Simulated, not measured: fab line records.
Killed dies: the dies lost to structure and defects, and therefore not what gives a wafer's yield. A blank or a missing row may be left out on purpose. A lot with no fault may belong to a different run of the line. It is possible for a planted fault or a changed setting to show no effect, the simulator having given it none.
Chamber matching | flow sky130 | SKY_VIA2_CMP_02 on cmp-02 has 4 sister chambers
The step polishes SiO2. 8 wafers are shown with their chamber, then 10 later ones without.

== WAFERS WITH THEIR CHAMBER ==
wafer  | chamber | motorCurrentA (A)
L076.6 | 1       | 13.7
L078.1 | 2       | 13.4
L080.4 | 1       | 12.7
L083.2 | 3       | 11.5
L083.3 | 2       | 13.7
L083.6 | 0       | 10.8
L085.1 | 3       | 11.3
L085.2 | 0       | 10.7

== WAFERS WHOSE CHAMBER IS MISSING ==
wafer  | motorCurrentA (A)
L085.6 | 12.9
L086.1 | 13.2
L086.3 | 10.9
L086.5 | 13.9
L088.1 | 11.6
L088.2 | 13.5
L088.3 | 13.2
L096.3 | 10.8
L096.4 | 13.8
L096.5 | 13.4

== EACH ONE'S CHAMBER ==
wafer  | from the rows above     | in truth
L085.6 | can't be placed: 1 or 2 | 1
L086.1 | can't be placed: 1 or 2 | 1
L086.3 | can't be placed: 0 or 3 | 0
L086.5 | can't be placed: 2 or 1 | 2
L088.1 | can't be placed: 3 or 0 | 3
L088.2 | can't be placed: 2 or 1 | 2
L088.3 | can't be placed: 1 or 2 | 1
L096.3 | can't be placed: 0 or 3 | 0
L096.4 | can't be placed: 2 or 1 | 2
L096.5 | can't be placed: 2 or 1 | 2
0 of 10 placed correctly. These rows do not allow placing 10 (true chamber among the candidates in 10). 0 placed wrongly.
How it was worked out, from the rows above alone: a wafer's distance from a chamber is the root of the sum, over the readings, of the square of ((its reading less the chamber's mean) divided by the reading's scatter). The wafer belongs to the nearest chamber; if the next one is less than 2 further off, it can't be placed. The mean given for a chamber averages the wafers shown for that chamber. The scatter: take each reading less its chamber's mean, square it, sum over the shown wafers, divide by the number of wafers less the number of chambers, and take the root.
